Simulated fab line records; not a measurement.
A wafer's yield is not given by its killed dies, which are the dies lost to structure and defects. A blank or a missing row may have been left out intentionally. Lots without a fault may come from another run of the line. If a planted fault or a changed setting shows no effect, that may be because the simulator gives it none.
Which tool did it? | flow sky130 | 12 lots with 36 wafers sampled at 3 steps, on a route of 708 steps

## WHAT THE GAUGES READ, wafer by wafer
SKY_VIA3_THK_MEAS_01.
lot  | measured     | on           | VIA3_HDPCVD_THK (nm)
L159 | day 38 14:12 | filmMetro-03 | 1634 1666 1646
L160 | day 38 19:01 | filmMetro-02 | 1693 1653 1657
L162 | day 39 11:02 | filmMetro-03 | 1664 1635 1644
L165 | day 40 12:00 | filmMetro-04 | 1656 1639 1619
L166 | day 40 17:27 | filmMetro-02 | 1628 1611 1652
L171 | day 42 03:16 | filmMetro-04 | 1659 1618 1626
L176 | day 43 21:38 | filmMetro-02 | 1647 1632 1628
L178 | day 45 09:07 | filmMetro-02 | 1631 1644 1679
L181 | day 45 10:44 | filmMetro-02 | 1624 1664 1643
L179 | day 45 11:16 | filmMetro-03 | 1644 1681 1684
L177 | day 45 13:17 | filmMetro-02 | 1632 1663 1640
L180 | day 45 16:56 | filmMetro-03 | 1678 1642 1677

## WHICH TOOL RAN EACH LOT (tool, then ch and the chambers of the sampled wafers, then the start)
lot  | SKY_METAL3_SPUTTER_01       | SKY_METAL3_SPUTTER_02
L159 | pvdSputter-03, day 36 08:55 | pvdSputter-03, day 36 08:56
L160 | pvdSputter-02, day 36 12:51 | pvdSputter-02, day 36 12:53
L162 | pvdSputter-02, day 37 07:15 | pvdSputter-02, day 37 07:17
L165 | pvdSputter-02, day 38 07:46 | pvdSputter-02, day 38 07:48
L166 | pvdSputter-03, day 38 12:55 | pvdSputter-03, day 38 12:56
L171 | pvdSputter-02, day 40 01:07 | pvdSputter-02, day 40 01:08
L176 | pvdSputter-03, day 41 22:05 | pvdSputter-03, day 41 22:07
L178 | pvdSputter-01, day 43 11:31 | pvdSputter-01, day 43 11:32
L181 | pvdSputter-01, day 43 12:38 | pvdSputter-01, day 43 12:40
L179 | pvdSputter-03, day 43 13:29 | pvdSputter-03, day 43 13:30
L177 | pvdSputter-01, day 43 15:25 | pvdSputter-01, day 43 15:26
L180 | pvdSputter-02, day 43 19:17 | pvdSputter-02, day 43 19:19
- SKY_METAL3_SPUTTER_01: material TiN, target thk 20 nm, time 16.7 s.
- SKY_METAL3_SPUTTER_02: material AlCu, target thk 735 nm, time 39.1 s.

## AS READ BY THE TOOLS THEMSELVES (means over the sampled wafers that have a number; for cases with no such wafer, the mark the record gives instead)
SKY_METAL3_SPUTTER_01.
lot  | tool          | chamberPressurePa (Pa) | throttleValvePct (%)
L159 | pvdSputter-03 | 0.3998                 | 29.8
L160 | pvdSputter-02 | 0.3997                 | 29.9
L162 | pvdSputter-02 | 0.3998                 | 30.7
L165 | pvdSputter-02 | 0.3993                 | 29.3
L166 | pvdSputter-03 | 0.4004                 | 30.4
L171 | pvdSputter-02 | 0.4003                 | 30.1
L176 | pvdSputter-03 | 0.4001                 | 29.8
L178 | pvdSputter-01 | 0.3997                 | 30.2
L181 | pvdSputter-01 | 0.3996                 | 31.0
L179 | pvdSputter-03 | 0.3996                 | 30.0
L177 | pvdSputter-01 | 0.4002                 | 30.0
L180 | pvdSputter-02 | 0.4000                 | 29.8

SKY_METAL3_SPUTTER_02.
lot  | tool          | chamberPressurePa (Pa) | throttleValvePct (%)
L159 | pvdSputter-03 | 0.4000                 | 29.8
L160 | pvdSputter-02 | 0.3998                 | 29.9
L162 | pvdSputter-02 | 0.4005                 | 30.7
L165 | pvdSputter-02 | 0.3992                 | 29.2
L166 | pvdSputter-03 | 0.3997                 | 30.3
L171 | pvdSputter-02 | 0.4006                 | 30.1
L176 | pvdSputter-03 | 0.4000                 | 29.7
L178 | pvdSputter-01 | 0.4002                 | 30.1
L181 | pvdSputter-01 | 0.3998                 | 30.9
L179 | pvdSputter-03 | 0.3997                 | 30.1
L177 | pvdSputter-01 | 0.4002                 | 30.0
L180 | pvdSputter-02 | 0.3994                 | 29.6

## THE ANSWER, worked out from the rows above alone
Rule: what is usual is taken from the lots themselves. Put in order of their means at a reading, lots are off if they are a third of the lots or fewer, leave a main group of 4 or more, and stand apart from it by a gap of 3 or more times the standard deviation of the main group's means; of several such gaps the widest counts. A main group whose means are all the same, to the digits that the tables above print for the reading, isn't used. Also off: a lot with no number at a reading for which 4 or more lots have one. Where the step has rows for the other lots, those lots are counted as sound. First the gauges in route order, then the tools' own readings, where a lot's mean is used as printed above. The first step at which some lot is off is used, and at that step the reading that is off furthest; a lot without a number counts as furthest.
Nothing can be told from this: no lot is off at any reading shown.

## WHAT HAD BEEN PUT IN BY THE SIMULATOR
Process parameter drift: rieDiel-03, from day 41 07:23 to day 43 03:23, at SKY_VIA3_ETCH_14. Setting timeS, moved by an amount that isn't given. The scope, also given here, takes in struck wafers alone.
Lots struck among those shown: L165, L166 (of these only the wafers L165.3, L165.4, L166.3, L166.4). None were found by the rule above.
